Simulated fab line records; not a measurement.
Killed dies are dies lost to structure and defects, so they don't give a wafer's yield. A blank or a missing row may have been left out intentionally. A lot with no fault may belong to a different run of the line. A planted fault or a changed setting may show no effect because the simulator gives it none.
Comparing a struck lot with a sound one + flow gf180mcu + 15 out of 602 route steps
Sound: the wafers L541.3, L541.4, L541.5. Struck: wafer L536.6 (L536.3, L536.4, from the same lot, were not struck and are left out); the cause is given at the end.
For every step that has rows: the tool of each side, followed by ch and its chambers, followed by its first start. Under that, the readings that differ: sound wafers + struck wafers + difference of the means + sigmas: that difference in standard deviations of wafers without a fault.
alike: readings with means less than 2 such deviations apart, plus words and numbers identical on both sides. not compared: withheld readings, readings lacking a value on some wafer, bounds such as >300 that could conceal the same value, and numbers that have no deviation in the record and whose values overlap.
Wherever a step has rows on one side only, a row that says differs or no value, or a row with sigmas, the two part there. When numbers do not overlap yet have no deviation, they are printed without sigmas and do not part them. A reading that every wafer of one side lacks parts them only if that side has two wafers or more.

GF_V1_CD_MEAS_14: the cd target is 260 nm.
  struck on cdSem-02, day 24 02:00; sound on cdSem-02, day 24 16:33
  alike: cdNm
GF_V1_OVL_MEAS_15:
  struck on overlay-01, day 24 02:05; sound on overlay-01, day 24 16:38
  alike: V1_OVL
then, 1 step without rows for these wafers: GF_V1_ETCH_16 (etches BARC in N2/H2).
GF_V1_ETCH_17: etches SiO2 in C4F8/O2/Ar, stops on TiN, target depth 630 nm.
  sound: rieDiel-04 ch 0,1,2; struck: rieDiel-03 ch 1
| reading             | sound             | struck | difference | sigmas |
|---------------------|-------------------|--------|------------|--------|
| oesProductAu (a.u.) | 0.862 0.859 0.858 | 0.847  | -0.013     | -3     |
GF_V1_STRIP_18: strips in O2/N2.
  sound on plasmaAsher-01 ch 0,1, day 24 16:49; struck on plasmaAsher-01 ch 1, day 24 02:16
| reading             | sound             | struck | difference | sigmas |
|---------------------|-------------------|--------|------------|--------|
| oesProductAu (a.u.) | 0.594 0.593 0.593 | 0.606  | +0.013     | +3     |
  alike: drypumpMotorCurrentA, heaterPowerW
  not compared: rfHoursCounterH
then, 3 steps without rows for these wafers: GF_V1_STRIP_19 (strips in post etch residue remover, time 1200 s); GF_V1_CLEAN_20 (cleans in DIW); GF_V1_SPUTTER_21 (material Ti, target thk 15 nm, time 80.02 s).
GF_V1_SPUTTER_22: material TiN, target thk 10 nm, time 40 s.
  struck on pvdSputter-02, day 24 02:50; sound on pvdSputter-01, day 24 17:23
  alike: throttleValvePct
GF_V1_CVD_23: deposits W, target thk 350 nm, time 105.05 s.
  sound on cvdW-01 ch 0,1, day 24 17:28; struck on cvdW-01 ch 0, day 24 02:55
  alike: chamberPressureTorr, heaterPowerW
GF_V1_RS_MEAS_24: a four-point-probe measurement.
  struck on filmMetro-03, day 24 03:02; sound on filmMetro-04, day 24 17:35
  alike: V1_W_RS
GF_V1_THK_MEAS_25: measures by xrf.
  struck on filmMetro-03, day 24 03:08; sound on filmMetro-04, day 24 17:41
  alike: V1_W_THK
GF_V1_CMP_26: polishes, stops on SiO2, t overpolish 15 s, target thk 0 nm.
  sound on cmp-02 ch 0,1,2, day 24 17:49; struck on cmp-01 ch 1, day 24 03:10
| reading             | sound                | struck | difference | sigmas      |
|---------------------|----------------------|--------|------------|-------------|
| overpolishRunS (s)  | 14.986 14.995 15.000 | 0.036  | -14.958    | -99 or more |
| timeToEndpointS (s) | 87 88 86             | 130    | +43        | +11         |
  alike: motorCurrentA, slurryFlowMlMin
GF_M2_SPUTTER_00: material Ti, target thk 37.5 nm, time 150 s.
  rows exist in the record for the sound wafers here (pvdSputter-04, day 24 18:01), none for the struck ones
-- the record jumps here: 9 days lie between the struck wafers' starts before and after (it left off in module M2 and takes up again in module PASSIVATION, whose first step shown is number 602 of the route) --
GF_PASSIVATION_PROBE_99:
  record: rows for the struck wafers here (prober-02, day 33 15:06), none for the sound ones

## WHERE THEY PART
At GF_V1_ETCH_17 first; at GF_PASSIVATION_PROBE_99 last (within this record only).

WHY: what the simulator had put in
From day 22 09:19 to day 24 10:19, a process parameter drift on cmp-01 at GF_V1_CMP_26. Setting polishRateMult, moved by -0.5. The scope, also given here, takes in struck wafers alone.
